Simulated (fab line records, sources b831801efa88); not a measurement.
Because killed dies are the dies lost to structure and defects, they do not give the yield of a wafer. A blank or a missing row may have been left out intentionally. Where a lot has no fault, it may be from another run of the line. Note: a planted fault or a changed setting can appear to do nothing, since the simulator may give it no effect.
Matching of chambers	flow gf180mcu	GF_CONTACT_CMP_27 on cmp-01: 4 sister chambers
The step polishes, stops on SiO2, t overpolish 15 s, target thk 0 nm. 8 wafers are shown with their chamber, then 6 later ones without.

## WAFERS PAIRED WITH THEIR CHAMBERS
wafer	chamber	motor current A (A)	overpolish run s (s)
L980.3	3	9.4	14.990
L982.4	3	8.7	15.003
L983.6	2	9.9	15.009
L989.3	0	10.4	14.985
L990.3	1	12.6	15.005
L100.2	1	11.7	15.014
L100.3	2	9.8	14.975
L100.4	0	10.9	14.994

## WAFERS WHOSE CHAMBER IS MISSING
wafer	motor current A (A)	overpolish run s (s)
L101.2	11.0	15.005
L101.4	9.1	15.000
L101.5	11.4	14.990
L102.2	11.8	14.997
L102.4	11.1	15.001
L102.6	12.1	14.983

## THE CHAMBER EACH PASSED THROUGH
wafer	from the rows above	in truth
L101.2	can't be placed: 0 or 1 or 2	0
L101.4	can't be placed: 3 or 2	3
L101.5	can't be placed: 0 or 1 or 2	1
L102.2	can't be placed: 1 or 0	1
L102.4	can't be placed: 0 or 1 or 2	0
L102.6	can't be placed: 1 or 0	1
Placed correctly: 0 of 6. Cannot be placed on the basis of these rows: 6; the candidates contain the true chamber in 6. Number placed wrongly: 0.
How it was worked out, from the rows above alone: a wafer's distance from a chamber is the root of the sum, over the readings, of the square of ((its reading less the chamber's mean) divided by the reading's scatter). The wafer belongs to the nearest chamber; if the next one is less than 2 further off, it can't be placed. The mean given for a chamber averages the wafers shown for that chamber. The scatter: take each reading less its chamber's mean, square it, sum over the shown wafers, divide by the number of wafers less the number of chambers, and take the root.
